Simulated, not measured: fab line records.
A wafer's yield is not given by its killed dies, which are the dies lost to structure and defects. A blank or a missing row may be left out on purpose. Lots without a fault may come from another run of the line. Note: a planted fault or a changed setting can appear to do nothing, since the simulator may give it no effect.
Comparing a struck lot with a sound one | flow sky130 | 15 out of 708 route steps
Sound: these wafers, L948.1, L948.4, L948.6. Wafers L955.3, L955.4, L955.6 were the ones struck. The cause is named last.
For every step that has rows: the tool of each side, followed by ch and its chambers, followed by its first start. Under that, the readings that differ: sound wafers | struck wafers | difference of the means | sigmas: that difference in standard deviations of wafers without a fault.
alike: a reading whose means differ by less than 2 such deviations, as well as words and numbers matching on both sides. not compared: withheld readings; readings where some wafer has no value; bounds like >300 that might hide an equal value; numbers whose values overlap and for which the record gives no deviation.
Wherever a step has rows on one side only, a row that says differs or no value, or a row with sigmas, the two part there. Numbers that don't overlap but have no deviation are shown without sigmas and don't part them. Lack of a reading on every wafer of one side parts them only where that side has two or more wafers.

first, 9 steps without rows for these wafers: SKY_CAP2M_CLEAN_17 (cleans in O3/DIW); SKY_METAL4_DEHYDRATE_05 (time 60 s); SKY_METAL4_HMDS_06 (prime time 60 s); SKY_METAL4_COAT_07 (resist thk 60 nm); SKY_METAL4_COAT_08 (resist thk 1140 nm); SKY_METAL4_SOFTBAKE_09 (time 90 s); SKY_METAL4_EXPOSE_10 (exposes mask MM4, target cd 300 nm); SKY_METAL4_PEB_11; SKY_METAL4_DEVELOP_12 (develop time 60 s).
SKY_METAL4_CD_MEAS_13: the cd target is 300 nm.
  sound on cd_sem-01, day 44 18:31; struck on cd_sem-02, day 46 09:55
  reading    | sound             | struck            | difference | sigmas
  cd_nm (nm) | 303.6 302.6 302.0 | 299.9 298.1 298.4 | -3.9       | -3
SKY_METAL4_OVL_MEAS_14:
  sound on overlay-01, day 44 18:38; struck on overlay-01, day 46 10:00
  alike: METAL4_OVL
SKY_METAL4_DESCUM_15: chemistry O2, time 8 s.
  sound on rie_metal-03 ch 0,1, day 44 18:40; struck on rie_metal-04 ch 0,1, day 46 10:02
  alike: drypump_motor_current_A, oes_product_au
  not compared: rf_hours_counter_h
SKY_METAL4_ETCH_16: etches BARC in N2/H2, stops on SiO2, time 88.2 s, target depth 60 nm.
  sound on rie_metal-03 ch 0,1, day 44 18:42; struck on rie_metal-04 ch 0,1, day 46 10:05
  reading                                       | sound             | struck            | difference | sigmas
  rf_fwd_power_W (W)                            | 498.6 499.5 497.8 | 576.3 575.7 577.6 | +77.9      | +46
  model.KrF-thick_of_METAL4_COAT_08.thk_nm (nm) | 1078 1074 1073    | 1069 1070 1066    | -7         |
  model.SiO2_of_CAP2M_CVD_00.thk_nm (nm)        | 15.12 15.16 15.2  | 14.57 14.89 14.82 | -0.40      |
  alike: drypump_motor_current_A, oes_product_au, throttle_valve_pct
  not compared: rf_hours_counter_h
SKY_METAL4_ETCH_17: etches SiO2 in C4F8/O2/Ar, stops on TiN, time 3.9 s, target depth 15 nm.
  sound on rie_diel-01 ch 1,2,3, day 44 18:48; struck on rie_diel-01 ch 1,2,3, day 46 10:09
  reading               | sound             | struck            | difference | sigmas
  oes_product_au (a.u.) | 0.743 0.756 0.743 | 0.720 0.742 0.729 | -0.017     | -2
  alike: rf_fwd_power_W
  not compared: rf_hours_counter_h
-- the record jumps here: 3 days lie between the struck wafers' starts before and after (it left off in module METAL4 and takes up again in module PAD_OPEN, whose first step shown is number 708 of the route) --
SKY_PAD_OPEN_PROBE_99:
  sound on prober-02, day 48 10:19; struck on prober-01, day 49 19:30
  alike: defect_limited_yield, killed_at_M0_to_M3, killed_at_M4_up, killed_at_contacts, killed_at_front_end, killed_at_other, killed_dies, killed_on_rim, killed_open, killed_short, sort_bin_3_pad_short, sort_bin_5_function, sort_bin_6_memory, sort_n_pass, sort_yield_pct

## WHERE THEY PART
Last at SKY_METAL4_ETCH_17 as far as this record goes, first at SKY_METAL4_CD_MEAS_13. Later steps at which nothing parts them and some readings are alike: SKY_PAD_OPEN_PROBE_99.

WHY: what the simulator had put in
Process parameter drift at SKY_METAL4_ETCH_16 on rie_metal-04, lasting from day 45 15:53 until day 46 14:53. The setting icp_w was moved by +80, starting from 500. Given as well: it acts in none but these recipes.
